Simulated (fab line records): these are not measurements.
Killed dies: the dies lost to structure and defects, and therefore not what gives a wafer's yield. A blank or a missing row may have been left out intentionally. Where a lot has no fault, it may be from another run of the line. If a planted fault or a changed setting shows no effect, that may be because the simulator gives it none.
Which tool was responsible? ; flow sky130 ; 11 lots, 33 wafers sampled, at 2 steps of a route of 708

WHAT THE GAUGES SHOWED, per wafer
SKY_VIA1_RS_MEAS_22: uses a four-point probe to measure. Usual: for VIA1_W_RS the level is 0.434 ohm/sq and the standard deviation is 0.0053.
lot;measured;on;VIA1_W_RS (ohm/sq);flag
L234;day 34 00:21;film_metro-04;0.431 0.437 0.431;
L235;day 34 04:16;film_metro-03;0.423 0.426 0.427;
L237;day 34 18:12;film_metro-03;0.437 0.434 0.440;
L239;day 35 17:20;film_metro-03;0.434 0.435 0.432;
L244;day 37 05:35;film_metro-03;0.434 0.442 0.442;
L247;day 38 02:55;film_metro-03;0.427 0.422 0.421;
L248;day 38 12:23;film_metro-03;0.445 0.436 0.441;
L251;day 39 10:08;film_metro-01;0.433 0.440 0.434;
L252;day 39 19:45;film_metro-01;0.435 0.426 0.432;
L255;day 40 09:02;film_metro-01;0.424 0.432 0.427;
L257;day 41 00:52;film_metro-01;0.445 0.442 0.438;

SKY_VIA2_THK_MEAS_01. Usual: for VIA2_HDPCVD_THK the level is 1175 nm and the standard deviation is 12.
lot;measured;on;VIA2_HDPCVD_THK (nm);flag
L234;day 35 05:28;film_metro-03;1179 1170 1165;
L235;day 35 09:04;film_metro-02;1187 1200 1202;
L237;day 35 22:10;film_metro-02;1182 1169 1167;
L239;day 36 20:44;film_metro-01;1166 1187 1163;
L244;day 38 07:48;film_metro-02;1151 1152 1162;
L247;day 39 05:28;film_metro-02;1166 1182 1168;
L248;day 39 14:40;film_metro-03;1184 1193 1198;
L251;day 40 13:01;film_metro-01;1168 1190 1180;
L252;day 40 22:04;film_metro-01;1172 1177 1181;
L255;day 41 10:38;film_metro-02;1188 1184 1191;
L257;day 42 02:40;film_metro-02;1178 1175 1178;

TOOL THAT RAN EACH LOT (tool first, then ch and the chambers of the sampled wafers, then the start)
No process step before these readings appears in the record.

WHAT THE TOOLS THEMSELVES READ (means of the sampled wafers that have a number; where no wafer has one, the mark that the record gives instead)
The record holds no such reading with a usual standard deviation.

THE ANSWER, worked out from the rows above alone
Rule: a lot is off if the mean of its wafers that have a number lies more than 3 standard deviations from the usual mean. A lot without any number at a reading at which 4 lots or more have one is off too. The other lots that the step has rows for count as sound. First the gauges in route order, then the tools' own readings, where a lot's mean is used as printed above. The first step at which some lot is off is used, and at that step the reading that is off furthest; a lot without a number counts as furthest.
None of the lots is off at any reading shown; this tells nothing.

WHAT WAS PUT IN BY THE SIMULATOR
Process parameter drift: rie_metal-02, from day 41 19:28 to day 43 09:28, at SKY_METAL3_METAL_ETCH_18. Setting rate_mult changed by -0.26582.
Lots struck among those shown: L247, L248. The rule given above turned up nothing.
